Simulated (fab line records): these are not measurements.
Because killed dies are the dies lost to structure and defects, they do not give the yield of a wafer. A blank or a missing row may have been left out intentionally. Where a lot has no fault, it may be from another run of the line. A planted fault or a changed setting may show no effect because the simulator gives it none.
A struck lot beside a sound one + flow sky130 + 20 out of 708 route steps
Sound: these wafers, L411.1, L411.2, L411.4. Wafers L418.2, L418.3, L418.6 were the ones struck. The cause comes at the end.
For every step that has rows: the tool of each side, followed by ch and its chambers, followed by its first start. Under that, the readings that differ: sound wafers + struck wafers + difference of the means + sigmas: that difference in standard deviations of wafers without a fault.
alike: readings whose means differ by less than 2 such deviations, and words and numbers that are the same on both sides. not compared: withheld readings, readings that some wafer has no value for, bounds like >300 that may hide the same value, and numbers for which the record gives no deviation and whose values overlap.
The two part at a step that has a row with sigmas, a row that says differs or no value, or rows on one side only. Numbers that don't overlap but have no deviation are shown without sigmas and don't part them. Lack of a reading on every wafer of one side parts them only where that side has two or more wafers.

first, 4 steps without rows for these wafers: SKY_METAL1_STRIP_21 (strips in post etch residue remover, time 1200 s); SKY_METAL1_CLEAN_22 (cleans in IPA, time 180 s); SKY_METAL1_CLEAN_23 (cleans in O3/DIW); SKY_VIA1_HDPCVD_00 (deposits SiO2, target thk 1030 nm, time 171.7 s).
SKY_VIA1_THK_MEAS_01:
  sound on filmMetro-01 at day 35 13:05; struck on filmMetro-01 at day 38 00:55
  alike: VIA1_HDPCVD_THK
SKY_VIA1_CMP_02: polishes SiO2.
  sound on cmp-02 ch 1,2,3, day 35 13:08; struck on cmp-01 ch 1,2,3, day 38 01:01
  alike: motorCurrentA
SKY_VIA1_BOW_MEAS_03:
  sound on filmMetro-02 at day 35 13:26; struck on filmMetro-01 at day 38 01:17
  alike: VIA1_BOW
then, 5 steps without rows for these wafers: SKY_VIA1_DEHYDRATE_04 (time 60 s); SKY_VIA1_HMDS_05 (prime time 60 s); SKY_VIA1_COAT_06 (resist thk 60 nm); SKY_VIA1_COAT_07 (resist thk 450 nm); SKY_VIA1_SOFTBAKE_08 (time 90 s).
SKY_VIA1_EXPOSE_09: exposes mask VIM, target cd 150 nm.
  sound on krfScanner-02 ch 0, day 36 03:07; struck on krfScanner-02 ch 0, day 38 14:25
| reading           | sound             | struck            | difference | sigmas |
|-------------------|-------------------|-------------------|------------|--------|
| exposureDoseMJCm2 | 38.05 38.06 38.04 | 40.68 40.67 40.68 | +2.63      | +36    |
  alike: mask
then, 2 steps without rows for these wafers: SKY_VIA1_PEB_10; SKY_VIA1_DEVELOP_11 (develop time 60 s).
SKY_VIA1_CD_MEAS_12: the cd target is 150 nm.
  sound on cdSem-02 at day 36 16:25; struck on cdSem-01 at day 39 02:56
| reading   | sound             | struck            | difference | sigmas |
|-----------|-------------------|-------------------|------------|--------|
| cdNm (nm) | 150.9 150.4 150.0 | 161.7 161.7 161.3 | +11.1      | +9     |
SKY_VIA1_OVL_MEAS_13:
  sound on overlay-02 at day 36 16:32; struck on overlay-02 at day 39 03:02
  alike: VIA1_OVL
SKY_VIA1_ETCH_14: etches BARC in N2/H2, stops on SiO2, time 45.9 s, target depth 60 nm.
  sound on rieDiel-03 ch 0,1,3, day 36 16:34; struck on rieDiel-01 ch 1,3, day 39 03:04
| reading              | sound             | struck            | difference | sigmas |
|----------------------|-------------------|-------------------|------------|--------|
| model.VIA1.cdNm (nm) | 151.4 149.4 149.8 | 160.3 162.5 162.2 | +11.5      |        |
  alike: drypumpMotorCurrentA, oesProductAu, throttleValvePct
  not compared: rfHoursCounterH
SKY_VIA1_ETCH_15: etches SiO2 in C4F8/O2/Ar, stops on TiN, target depth 351 nm, time 54 s.
  sound on rieDiel-03 ch 0,1,3, day 36 16:37; struck on rieDiel-01 ch 1,3, day 39 03:07
  alike: oesProductAu
  not compared: rfHoursCounterH
SKY_PAD_OPEN_PROBE_99:
  sound wafers here have rows in the record (prober-02, day 48 05:05); struck ones have none

== WHERE THEY PART ==
At SKY_VIA1_EXPOSE_09 first; at SKY_PAD_OPEN_PROBE_99 last (within this record only).

WHY: the cause the simulator had injected
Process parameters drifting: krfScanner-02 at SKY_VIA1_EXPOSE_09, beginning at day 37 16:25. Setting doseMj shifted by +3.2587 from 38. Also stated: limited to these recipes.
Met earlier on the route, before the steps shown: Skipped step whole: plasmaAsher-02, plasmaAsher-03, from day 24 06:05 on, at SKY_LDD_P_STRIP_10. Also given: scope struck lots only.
